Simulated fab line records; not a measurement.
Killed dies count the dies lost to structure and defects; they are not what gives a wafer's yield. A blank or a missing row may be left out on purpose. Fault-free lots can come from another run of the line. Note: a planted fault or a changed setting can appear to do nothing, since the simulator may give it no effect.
fab line records -- flow gf180mcu
record: lots: 14, wafers: 40, last-day: 34
route steps=602 shown HV_LDD@202 M2@362
lots with no fault: from the same line, run without faults
start-h: start of the lot's first displayed wafer, in hours after the record's first day -- wait-h: hours elapsed since this lot's preceding step -- " repeats the value in the row above -- L1.1+2: a row that stands for several wafers -- - no value, or no start given -- * or withheld: withheld -- < > ~ a bound
route shown NAME@n: a module of which the file shows steps, and the number in the route of the first -- usual: mean/standard deviation of fault-free wafers -- same: alike in all rows -- chamber/n: place in a boat -- sites: readings site by site -- _std_site: their standard deviation -- _edge_site: the outer-site mean with the inner-site mean subtracted -- radius-mm: for every site, how far away it sits from the centre of the wafer -- mask NAME#n: copy n -- behind: tool/chamber where the wafer was last shaped -- hold: what put the lot on hold/how long, in hours/how the hold closed -- device: the transistor (n, p or np) that didn't switch -- end of line: tests of these same wafers at the route's end -- a step with no rows: only its recipe -- killed: count of dies lost to structure and defects at first sort (not the wafer's yield) -- map: a wafer's dies, x killed, . not, _ none there
set.NAME: setting as actually run; set.NAME@STEP: the setting as run at that earlier step -- model.NAME: the simulator's own value behind a step, which no gauge read
a sample of lots followed through the steps of the route, with each step as a table and each wafer as a row
services: from which hour (start-h, from the record's first day; less than 0 if before it) a tool's chamber was out of use, for how many hours, and why
== steps ==
step: GF_HV_LDD_COAT_26
recipe: resist: NOVOLAK, spin-rpm: 3000, resist-thk-nm: 1000
lot.wafer,tool,chamber,start-h,wait-h
L733.2+4+5,litho-track-02,0,243.25,0.1
L734.1+4+5,litho-track-02,0,250.87,0.1
L736.3+4+6,litho-track-03,0,266.36,0.1
L737.2+3+5,litho-track-03,0,274.09,0.1
L739.1+4+6,litho-track-02,0,287.72,0.1
L740.4+5+6,litho-track-02,0,297.55,0.1
L741.2+4+5,litho-track-01,0,306.25,0.1
L742.1+3+6,litho-track-03,0,316.81,0.1
L745.2+4+6,litho-track-03,0,338.69,0.1
L747.1+3+4,litho-track-01,0,353.43,0.1
L748.1+2,litho-track-02,0,359.97,0.1
L749.1+2,litho-track-02,0,367.02,0.1
L753.3+5+6,litho-track-03,0,396.56,0.1
L756.1+2+5,litho-track-01,0,423.37,0.1
step: GF_HV_LDD_STRIP_37
recipe: chemistry: O2/N2, power-w: 1400, pressure-mtorr: 1500, platen-temp-c: 250, o2-flow-sccm: 3000, n2-flow-sccm: 300, overash-fraction: 0.5
usual: drypump-motor-current-A: 6.0/0.43, heater-power-w: 329/41, oes-product-au: 0.716/0.0042, strip-time-to-endpoint-s: 12.63/0.039
lot.wafer,tool,chamber,start-h,wait-h,drypump-motor-current-A,heater-power-w,oes-product-au,rf-hours-counter-h,strip-time-to-endpoint-s
L733.2,plasma-asher-01,0,253.47,0.1,6.8,329,0.712,15,12.66
L733.4,plasma-asher-01,1,253.47,0.1,6.2,406,0.716,-,12.65
L733.5,plasma-asher-01,0,253.47,0.1,6.7,329,0.724,-,12.60
L734.1,plasma-asher-01,0,261.28,0.1,6.7,329,0.714,16,12.62
L734.4,plasma-asher-01,0,261.28,0.1,6.7,335,0.725,-,12.62
L734.5,plasma-asher-01,0,261.28,0.1,6.7,330,0.715,-,12.60
L736.3,plasma-asher-04,0,276.62,0.1,5.8,285,0.715,-,12.65
L736.4,plasma-asher-04,1,276.62,0.1,5.4,346,0.709,-,12.60
L736.6,plasma-asher-04,1,276.62,0.1,5.4,339,0.712,-,12.64
L737.2,plasma-asher-03,1,284.67,0.1,6.0,282,0.717,60,12.64
L737.3,plasma-asher-03,0,284.67,0.1,6.1,332,0.715,-,12.61
L737.5,plasma-asher-03,1,284.67,0.1,6.0,278,0.714,-,12.62
L739.1,plasma-asher-01,1,298.83,0.1,6.2,399,0.718,21,12.61
L739.4,plasma-asher-01,0,298.83,0.1,6.8,324,0.709,-,12.59
L739.6,plasma-asher-01,1,298.83,0.1,6.2,400,0.716,-,12.57
L740.4,plasma-asher-04,0,308.55,0.1,5.9,283,0.714,-,12.57
L740.5,plasma-asher-04,0,308.55,0.1,5.8,290,0.720,-,12.60
L740.6,plasma-asher-04,1,308.55,0.1,5.4,340,0.720,-,12.60
L741.2,plasma-asher-04,0,317.43,0.1,5.9,285,0.710,52,12.68
L741.4,plasma-asher-04,1,317.43,0.1,5.4,342,0.716,-,12.70
L741.5,plasma-asher-04,1,317.43,0.1,5.4,329,0.718,-,12.70
L742.1,plasma-asher-04,0,328.09,0.1,5.9,291,0.711,53,12.64
L742.3,plasma-asher-04,1,328.09,0.1,5.4,342,0.716,-,12.63
L742.6,plasma-asher-04,1,328.09,0.1,5.4,334,0.710,-,12.62
L745.2,plasma-asher-03,0,350.43,0.1,6.1,340,0.718,66,12.63
L745.4,plasma-asher-03,1,350.43,0.1,6.0,275,0.718,-,12.61
L745.6,plasma-asher-03,1,350.43,0.1,6.0,282,0.716,-,12.64
L747.1,plasma-asher-04,0,365.82,0.2,5.9,283,0.715,58,12.65
L747.3,plasma-asher-04,0,365.82,0.2,5.8,277,0.710,-,12.63
L747.4,plasma-asher-04,1,365.82,0.2,5.4,341,0.720,-,12.62
L748.1,plasma-asher-04,0,372.18,0.1,5.9,290,0.711,59,12.58
L748.2,plasma-asher-04,1,372.18,0.1,5.4,345,0.716,59,13.22
L749.1,plasma-asher-04,0,379.38,0.1,5.9,277,0.718,60,12.62
L749.2,plasma-asher-04,1,379.38,0.1,5.4,341,0.712,60,13.20
L753.3,plasma-asher-03,1,409.41,0.1,6.0,282,0.719,-,12.60
L753.5,plasma-asher-03,1,409.41,0.1,6.0,288,0.713,-,12.58
L753.6,plasma-asher-03,0,409.41,0.1,6.1,335,0.725,-,12.58
L756.1,plasma-asher-04,0,436.53,0.1,5.9,291,0.719,65,12.66
L756.2,plasma-asher-04,1,436.53,0.1,5.4,338,0.717,65,12.68
L756.5,plasma-asher-04,1,436.53,0.1,5.4,339,0.723,-,12.64
step: GF_M2_SPUTTER_00
recipe: material: Ti, target-thk-nm: 37.5, arriving-ion-energy-ev: 80, substrate-temp-c: 200, chamber-pressure-pa: 2, power-w: 4000, time-s: 150
usual: throttle-valve-pct: 30.1/0.83
same: time-s: 150
lot.wafer,tool,chamber,start-h,wait-h,throttle-valve-pct
L733.2,pvd-sputter-02,-,411.84,0.1,28.6
L733.4,pvd-sputter-02,-,411.84,0.1,29.6
L733.5,pvd-sputter-02,-,411.84,0.1,29.0
L734.1,pvd-sputter-03,-,421.58,0.1,30.2
L734.4,pvd-sputter-03,-,421.58,0.1,28.4
L734.5,pvd-sputter-03,-,421.58,0.1,28.4
L736.3,pvd-sputter-02,-,442.03,0.2,30.4
L736.4,pvd-sputter-02,-,442.03,0.2,31.4
L736.6,pvd-sputter-02,-,442.03,0.2,29.0
L737.2,pvd-sputter-01,-,449.44,0.1,31.2
L737.3,pvd-sputter-01,-,449.44,0.1,30.2
L737.5,pvd-sputter-01,-,449.44,0.1,30.4
L739.1,pvd-sputter-03,-,466.22,0.2,30.8
L739.4,pvd-sputter-03,-,466.22,0.2,28.4
L739.6,pvd-sputter-03,-,466.22,0.2,30.1
L740.4,pvd-sputter-03,-,477.27,0.2,30.5
L740.5,pvd-sputter-03,-,477.27,0.2,31.2
L740.6,pvd-sputter-03,-,477.27,0.2,28.4
L741.2,pvd-sputter-02,-,487.49,0.1,31.5
L741.4,pvd-sputter-02,-,487.49,0.1,29.1
L741.5,pvd-sputter-02,-,487.49,0.1,29.6
L742.1,pvd-sputter-01,-,501.07,0.2,30.4
L742.3,pvd-sputter-01,-,501.07,0.2,30.1
L742.6,pvd-sputter-01,-,501.07,0.2,30.0
L745.2,pvd-sputter-01,-,525.24,0.1,29.9
L745.4,pvd-sputter-01,-,525.24,0.1,30.3
L745.6,pvd-sputter-01,-,525.24,0.1,30.1
L747.1,pvd-sputter-03,-,540.15,0.1,28.5
L747.3,pvd-sputter-03,-,540.15,0.1,31.1
L747.4,pvd-sputter-03,-,540.15,0.1,30.0
L748.1,pvd-sputter-01,-,546.91,0.2,30.5
L748.2,pvd-sputter-01,-,546.91,0.2,30.2
L749.1,pvd-sputter-01,-,552.87,0.1,30.1
L749.2,pvd-sputter-01,-,552.87,0.1,31.4
L753.3,pvd-sputter-01,-,582.41,0.1,31.3
L753.5,pvd-sputter-01,-,582.41,0.1,30.3
L753.6,pvd-sputter-01,-,582.41,0.1,30.2
L756.1,pvd-sputter-02,-,608.51,0.2,29.5
L756.2,pvd-sputter-02,-,608.51,0.2,31.5
L756.5,pvd-sputter-02,-,608.51,0.2,29.8
step: GF_M2_SPUTTER_01
recipe: material: TiN, target-thk-nm: 30, power-w: 6500, time-s: 25, chamber-pressure-pa: 0.4
usual: throttle-valve-pct: 30.1/0.83
same: time-s: 25
lot.wafer,tool,chamber,start-h,wait-h,throttle-valve-pct
L733.2,pvd-sputter-02,-,411.94,0.1,28.8
L733.4,pvd-sputter-02,-,411.94,0.1,29.6
L733.5,pvd-sputter-02,-,411.94,0.1,28.9
L734.1,pvd-sputter-03,-,421.68,0.1,30.3
L734.4,pvd-sputter-03,-,421.68,0.1,28.4
L734.5,pvd-sputter-03,-,421.68,0.1,28.2
L736.3,pvd-sputter-02,-,442.13,0.1,30.4
L736.4,pvd-sputter-02,-,442.13,0.1,31.8
L736.6,pvd-sputter-02,-,442.13,0.1,28.9
L737.2,pvd-sputter-01,-,449.54,0.1,30.9
L737.3,pvd-sputter-01,-,449.54,0.1,30.4
L737.5,pvd-sputter-01,-,449.54,0.1,30.1
L739.1,pvd-sputter-03,-,466.32,0.1,31.0
L739.4,pvd-sputter-03,-,466.32,0.1,28.2
L739.6,pvd-sputter-03,-,466.32,0.1,29.5
L740.4,pvd-sputter-03,-,477.37,0.1,30.4
L740.5,pvd-sputter-03,-,477.37,0.1,31.0
L740.6,pvd-sputter-03,-,477.37,0.1,28.3
L741.2,pvd-sputter-02,-,487.59,0.1,31.4
L741.4,pvd-sputter-02,-,487.59,0.1,28.7
L741.5,pvd-sputter-02,-,487.59,0.1,29.8
L742.1,pvd-sputter-01,-,501.17,0.1,30.5
L742.3,pvd-sputter-01,-,501.17,0.1,30.0
L742.6,pvd-sputter-01,-,501.17,0.1,30.4
L745.2,pvd-sputter-01,-,525.34,0.1,30.1
L745.4,pvd-sputter-01,-,525.34,0.1,30.4
L745.6,pvd-sputter-01,-,525.34,0.1,30.3
L747.1,pvd-sputter-03,-,540.25,0.1,28.7
L747.3,pvd-sputter-03,-,540.25,0.1,30.6
L747.4,pvd-sputter-03,-,540.25,0.1,29.6
L748.1,pvd-sputter-01,-,547.01,0.1,30.4
L748.2,pvd-sputter-01,-,547.01,0.1,30.5
L749.1,pvd-sputter-01,-,552.97,0.1,30.3
L749.2,pvd-sputter-01,-,552.97,0.1,31.1
L753.3,pvd-sputter-01,-,582.51,0.1,31.2
L753.5,pvd-sputter-01,-,582.51,0.1,30.6
L753.6,pvd-sputter-01,-,582.51,0.1,30.2
L756.1,pvd-sputter-02,-,608.61,0.1,29.8
L756.2,pvd-sputter-02,-,608.61,0.1,31.6
L756.5,pvd-sputter-02,-,608.61,0.1,29.7
step: GF_M2_OVL_MEAS_15
usual: M2_OVL: 3/6.1
lot.wafer,tool,chamber,start-h,wait-h,M2_OVL[nm]
L733.2,overlay-01,-,436.03,0.1,-8
L733.4,overlay-01,-,436.03,0.1,-4
L733.5,overlay-01,-,436.03,0.1,4
L734.1,overlay-02,-,445.94,0.1,7
L734.4,overlay-02,-,445.94,0.1,5
L734.5,overlay-02,-,445.94,0.1,6
L736.3,overlay-01,-,466.54,0.1,-3
L736.4,overlay-01,-,466.54,0.1,7
L736.6,overlay-01,-,466.54,0.1,12
L737.2,overlay-02,-,473.82,0.1,5
L737.3,overlay-02,-,473.82,0.1,11
L737.5,overlay-02,-,473.82,0.1,11
L739.1,overlay-02,-,490.39,0.1,4
L739.4,overlay-02,-,490.39,0.1,14
L739.6,overlay-02,-,490.39,0.1,11
L740.4,overlay-01,-,501.71,0.1,3
L740.5,overlay-01,-,501.71,0.1,-8
L740.6,overlay-01,-,501.71,0.1,3
L741.2,overlay-02,-,510.88,0.1,-2
L741.4,overlay-02,-,510.88,0.1,3
L741.5,overlay-02,-,510.88,0.1,1
L742.1,overlay-02,-,524.69,0.1,8
L742.3,overlay-02,-,524.69,0.1,8
L742.6,overlay-02,-,524.69,0.1,13
L745.2,overlay-02,-,548.63,0.1,6
L745.4,overlay-02,-,548.63,0.1,5
L745.6,overlay-02,-,548.63,0.1,4
L747.1,overlay-01,-,562.44,0.1,3
L747.3,overlay-01,-,562.44,0.1,-3
L747.4,overlay-01,-,562.44,0.1,-2
L748.1,overlay-02,-,569.59,0.1,5
L748.2,overlay-02,-,569.59,0.1,-4
L749.1,overlay-01,-,575.48,0.1,-7
L749.2,overlay-01,-,575.48,0.1,4
L753.3,overlay-02,-,603.84,0.1,8
L753.5,overlay-02,-,603.84,0.1,8
L753.6,overlay-02,-,603.84,0.1,2
L756.1,overlay-01,-,629.68,0.1,-2
L756.2,overlay-01,-,629.68,0.1,-1
L756.5,overlay-01,-,629.68,0.1,-6
== services ==
tool,chamber,start-h,hours,kind
plasma-asher-04,-,245.22,28.1,pm
pvd-sputter-03,1,255.19,-,consumable-replace:kit
pvd-sputter-03,1,255.19,18.0,scheduled-down
pvd-sputter-03,-,266.28,3.1,repair
pvd-sputter-02,-,287.33,6.4,repair
pvd-sputter-01,2,315.88,-,consumable-replace:kit
pvd-sputter-01,2,315.88,18.0,scheduled-down
pvd-sputter-01,2,315.88,18.0,vent-cycle
plasma-asher-04,-,333.19,1.8,repair
pvd-sputter-01,-,349.48,2.6,repair
plasma-asher-03,-,355.77,23.2,repair
plasma-asher-04,-,427.14,2.8,pm
pvd-sputter-03,-,446.95,9.6,repair
plasma-asher-03,-,450.86,15.6,pm
pvd-sputter-02,-,478.96,0.9,repair
pvd-sputter-01,-,483.10,1.8,repair
pvd-sputter-01,-,484.83,1.9,repair
plasma-asher-03,-,506.09,1.3,repair
pvd-sputter-02,-,510.18,2.1,repair
plasma-asher-04,-,511.22,4.3,pm
pvd-sputter-01,1,532.60,-,consumable-replace:kit
pvd-sputter-01,1,532.60,18.0,scheduled-down
pvd-sputter-01,1,532.60,18.0,vent-cycle
pvd-sputter-03,-,544.52,1.6,repair
== key ==
first-sign: step: GF_HV_LDD_STRIP_37, reading: strip-time-to-endpoint-s, direction: up, sigmas: 15, usual: *, struck: *
effect none on later readings
met-at GF_HV_LDD_COAT_26
struck-lots L748,L749
struck-wafers L748.2,L749.2
tester-left-out L748,L749
not-acting-at GF_M2_SPUTTER_00,GF_M2_SPUTTER_01,GF_M2_OVL_MEAS_15
onset-between 297.55 359.97
fault: kind: process-parameter-drift, tool: litho-track-02, chamber: -, onset-h: 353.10, steps: GF_HV_LDD_COAT_26, channel: resist-thk-nm, offset: *, shape: step, end-h: 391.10, scope: struck-wafers-only, acts-in: *, stated: *
tester-left-out: of these lots the tester's yield and bins aren't shown, on N5 and GAA mostly nor the transistor test; their killed dies are dies lost to structure and defects alone, not to doping, threshold or leakage, so they don't give the yield
